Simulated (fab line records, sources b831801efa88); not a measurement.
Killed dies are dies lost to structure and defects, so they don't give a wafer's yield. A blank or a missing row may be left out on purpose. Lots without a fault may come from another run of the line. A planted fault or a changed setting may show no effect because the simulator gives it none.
Problem report in the 8D (eight disciplines) form, filled by code | flow gf180mcu | the parts of the form that need people (team, actions taken, sign-off) are left out

1. THE PROBLEM
NWELL_TW at GF_NWELL_TW_MEAS_11 reads a mean of 1452 on 6 wafers of 2 lots; wafers without a fault read 1571 with a standard deviation of 26. That is -4.6 standard deviations from the usual mean.
First seen on wafer L246.1, day 7 12:50, on film_metro-04. The record holds 39 wafers of 13 lots with a number at this step. Rule for "out", or "out of limits": more than 4 standard deviations from the usual mean. The other wafers with a number count as sound.

2. WHAT IT IS AND WHAT IT IS NOT
question                    | is                     | is not
which readings at this step | NWELL_TW               | -
which lots                  | L246, L248             | L228, L229, L230, L231, L232, L234, L235, L238, L240, L244, L251
which wafers of those lots  | all that have a number | -
read on which gauges        | film_metro-04          | film_metro-01, film_metro-02
when                        | from day 7 12:50       | up to then (30 sound wafers); but 3 sound wafers of L251 came after

3. SUSPECTS, AND WHAT RULES EACH OUT
Counting: a tool at a process step up to the reading stays a suspect if it ran every lot that is out and no sound lot after the first of them.
- the gauge at GF_NWELL_TW_MEAS_11: ruled out. All the wafers that are out were read on film_metro-04, but those of them that GF_VT_IMPLANT_RS_MEAS_47 has rows for are out there too, on other tools.
- implanter-02 at GF_NWELL_IMPLANT_08: kept. It ran every lot that is out, first L246 (day 7 12:26), and no sound lot after that; its last sound lot up to then is L240 (day 6 02:14).
Left after counting: implanter-02 at GF_NWELL_IMPLANT_08.

4. THE CAUSE (what the simulator had put in)
Process parameter drift: implanter-02, from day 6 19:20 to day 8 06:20, at GF_NWELL_IMPLANT_08. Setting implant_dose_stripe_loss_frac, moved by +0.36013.
Counting left only this tool.

5. THE CHAIN OF EFFECTS, in route order
Each row: a reading whose mean over the struck wafers that have a number lies more than 3 standard deviations from the usual. Only readings for which the record gives a usual standard deviation are gone through. hours: the time from each lot's start at the first step in this table that gives one to its start at this step, as a median over the lots. sigmas: the change in usual standard deviations.
hours | step                     | reading  | usual        | on struck wafers | change | sigmas
0     | GF_NWELL_TW_MEAS_11      | NWELL_TW | 1571         | 1452             | -120   | -4.6
127   | GF_VT_IMPLANT_RS_MEAS_47 | NWELL_RS | 487.8 ohm/sq | 564.6            | +76.8  | +59
Later measuring or inspecting steps at which every struck wafer that the step has a row for has a number for every such reading, and none has moved that far: GF_MVSD_OVL_MEAS_07.

6. WHAT WOULD HAVE CAUGHT IT SOONER
In this record the first reading out of limits at a measuring or inspecting step was taken at day 7 12:50, 18 hours after the fault began at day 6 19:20.
Of the lots that are out (2), L248 began GF_NWELL_IMPLANT_08 on implanter-02 after day 7 12:50. A hold on the tool at that time would have spared it.
